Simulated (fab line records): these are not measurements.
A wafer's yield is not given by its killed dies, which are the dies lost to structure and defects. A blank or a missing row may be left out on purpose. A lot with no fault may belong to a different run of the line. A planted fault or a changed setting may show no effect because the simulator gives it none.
Which of the tools did it? | flow gf180mcu | 7 lots with 21 wafers sampled at 4 steps, on a route of 602 steps

WHAT THE GAUGES READ, wafer by wafer
GF_TOP_METAL_OVL_MEAS_15.
lot  | measured     | on         | TOP_METAL_OVL (nm)
L858 | day 28 20:58 | overlay-02 | 1.3 -1.6 0.1
L859 | day 29 16:49 | overlay-01 | 0.7 2.5 0.7
L862 | day 30 04:43 | overlay-02 | -1.6 -1.2 -1.7
L866 | day 31 15:25 | overlay-02 | -0.9 1.3 -1.6
L872 | day 33 00:05 | overlay-01 | 1.5 0.3 0.1
L875 | day 33 11:25 | overlay-02 | -0.1 -2.2 0.5
L877 | day 33 20:10 | overlay-01 | 1.8 0.0 0.8

WHICH TOOL RAN EACH LOT (tool, then ch and the chambers of the sampled wafers, then the start)
lot  | GF_HV_LDD_STRIP_37                   | GF_MIM_SPUTTER_03            | GF_MIM_SPUTTER_04
L858 | plasma asher-04 ch 0,1, day 12 10:28 | pvd sputter-04, day 25 09:10 | pvd sputter-04, day 25 09:11
L859 | plasma asher-02 ch 0,1, day 13 06:34 | pvd sputter-01, day 26 06:30 | pvd sputter-01, day 26 06:31
L862 | plasma asher-02 ch 0,1, day 13 17:37 | pvd sputter-03, day 26 19:44 | pvd sputter-03, day 26 19:46
L866 | plasma asher-01 ch 0,1, day 15 08:19 | pvd sputter-03, day 28 08:53 | pvd sputter-03, day 28 08:55
L872 | plasma asher-01 ch 1, day 17 03:58   | pvd sputter-04, day 29 23:01 | pvd sputter-04, day 29 23:02
L875 | plasma asher-04 ch 0,1, day 17 23:55 | pvd sputter-03, day 30 12:34 | pvd sputter-03, day 30 12:35
L877 | plasma asher-04 ch 0,1, day 18 09:28 | pvd sputter-03, day 30 22:01 | pvd sputter-03, day 30 22:02
- GF_HV_LDD_STRIP_37: strips in O2/N2.
- GF_MIM_SPUTTER_03: material Ti, target thk 10 nm, time 6.7 s.
- GF_MIM_SPUTTER_04: material TiN, target thk 50 nm, time 41.7 s.

THE ANSWER, worked out from the rows above alone
Rule: usual is defined by the lots themselves. The widest of any qualifying gaps counts: lots, ordered by their means at a reading, are off when they make up no more than a third of the lots, leave a main group of 4 or more, and stand apart from it by 3 or more times the standard deviation of that group's means. The tables above print the reading to a certain number of digits; a main group whose means all agree to those digits is not used. A lot without any number at a reading at which 4 lots or more have one is off too. Where the step has rows for the other lots, those lots are counted as sound.
Nothing can be told from this: no lot is off at any reading shown.

WHAT WAS PUT IN BY THE SIMULATOR
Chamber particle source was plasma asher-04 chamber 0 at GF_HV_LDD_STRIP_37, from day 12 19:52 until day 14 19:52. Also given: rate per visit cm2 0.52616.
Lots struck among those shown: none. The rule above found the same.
